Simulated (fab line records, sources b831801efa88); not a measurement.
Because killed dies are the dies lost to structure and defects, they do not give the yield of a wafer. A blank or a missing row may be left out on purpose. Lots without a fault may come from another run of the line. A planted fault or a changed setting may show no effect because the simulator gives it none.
Struck lot and sound lot, side by side / flow gf180mcu / 15 out of 602 route steps
Sound: the wafers L302.1, L302.3, L302.5. Wafers struck: L312.2, L312.5, L312.6. At the end, the cause is stated.
Each step with rows lists, per side, the tool, then ch with its chambers, then its first start. Under that, the readings that differ: sound wafers / struck wafers / difference of the means / sigmas: that difference in standard deviations of wafers without a fault.
alike: a reading whose means differ by less than 2 such deviations, as well as words and numbers matching on both sides. not compared: withheld readings; readings where some wafer has no value; bounds like >300 that might hide an equal value; numbers whose values overlap and for which the record gives no deviation.
Wherever a step has rows on one side only, a row that says differs or no value, or a row with sigmas, the two part there. When numbers do not overlap yet have no deviation, they are printed without sigmas and do not part them. A reading that every wafer of one side lacks parts them only if that side has two wafers or more.

GF_CONTACT_ETCH_16: etches BARC in N2/H2.
  sound on rie_diel-02 ch 0,3, day 16 12:34; struck on rie_diel-02 ch 0,1,2, day 20 00:14
  alike: drypump_motor_current_A, oes_product_au, throttle_valve_pct
then, 1 step without rows for these wafers: GF_CONTACT_ETCH_17 (etches SiO2 in C4F8/O2/Ar, stops on CoSi2, target depth 860 nm).
GF_CONTACT_STRIP_18: strips in O2/N2.
  sound on plasma_asher-03 ch 0,1, day 16 12:44; struck on plasma_asher-01 ch 0,1, day 20 00:25
  alike: drypump_motor_current_A, heater_power_w, oes_product_au
  not compared: rf_hours_counter_h
then, 3 steps without rows for these wafers: GF_CONTACT_CLEAN_19 (cleans in SPM); GF_CONTACT_CLEAN_20 (cleans in DIW); GF_CONTACT_CLEAN_21 (cleans in dHF, time 20 s).
GF_CONTACT_SPUTTER_22: material Ti, target thk 15 nm, time 80.02 s.
  sound on pvd_sputter-03, day 16 13:08; struck on pvd_sputter-03, day 20 00:43
  alike: cathode_dc_power_W, substrate_temp_c, throttle_valve_pct
then, 1 step without rows for these wafers: GF_CONTACT_SPUTTER_23 (material TiN, target thk 10 nm, time 40 s).
GF_CONTACT_CVD_24: deposits W, target thk 300 nm, time 90.339 s.
  sound on cvd_w-01 ch 0,1, day 16 13:14; struck on cvd_w-01 ch 0,1, day 20 00:49
  alike: chamber_pressure_Torr, heater_power_w
GF_CONTACT_RS_MEAS_25: a four-point-probe measurement.
  sound on film_metro-04, day 16 13:20; struck on film_metro-01, day 20 00:56
  alike: CONTACT_W_RS
GF_CONTACT_THK_MEAS_26: measures by xrf.
  sound on film_metro-04, day 16 13:27; struck on film_metro-01, day 20 01:02
reading=CONTACT_W_THK (nm); sound=309 309 312; struck=300 299 300; difference=-10; sigmas=-2
GF_CONTACT_CMP_27: polishes, stops on SiO2, t overpolish 15 s, target thk 0 nm.
  sound on cmp-01 ch 0,1,2, day 16 13:34; struck on cmp-02 ch 0,3, day 20 01:08
  alike: motor_current_A, overpolish_run_s, retaining_ring_pressure_frac, time_to_endpoint_s
GF_M1_SPUTTER_00: material Ti, target thk 37.5 nm, time 150 s.
  sound on pvd_sputter-01, day 16 13:49; struck on pvd_sputter-04, day 20 01:23
reading=cathode_dc_power_W (W); sound=4001.0 4000.0 3999.3; struck=4302.0 4304.7 4304.3; difference=+303.6; sigmas=+99 or more
reading=model.Ti_of_M1_SPUTTER_00.thk_nm (nm); sound=37.64 37.84 37.94; struck=40.28 40.43 40.3; difference=+2.53; sigmas=
  alike: substrate_temp_c, throttle_valve_pct
then, 2 steps without rows for these wafers: GF_M1_SPUTTER_01 (material TiN, target thk 30 nm, time 25 s); GF_PASSIVATION_PROBE_99.

## WHERE THEY PART
Earliest at GF_CONTACT_THK_MEAS_26; latest, in this record, at GF_M1_SPUTTER_00.

WHY: what the simulator had put in
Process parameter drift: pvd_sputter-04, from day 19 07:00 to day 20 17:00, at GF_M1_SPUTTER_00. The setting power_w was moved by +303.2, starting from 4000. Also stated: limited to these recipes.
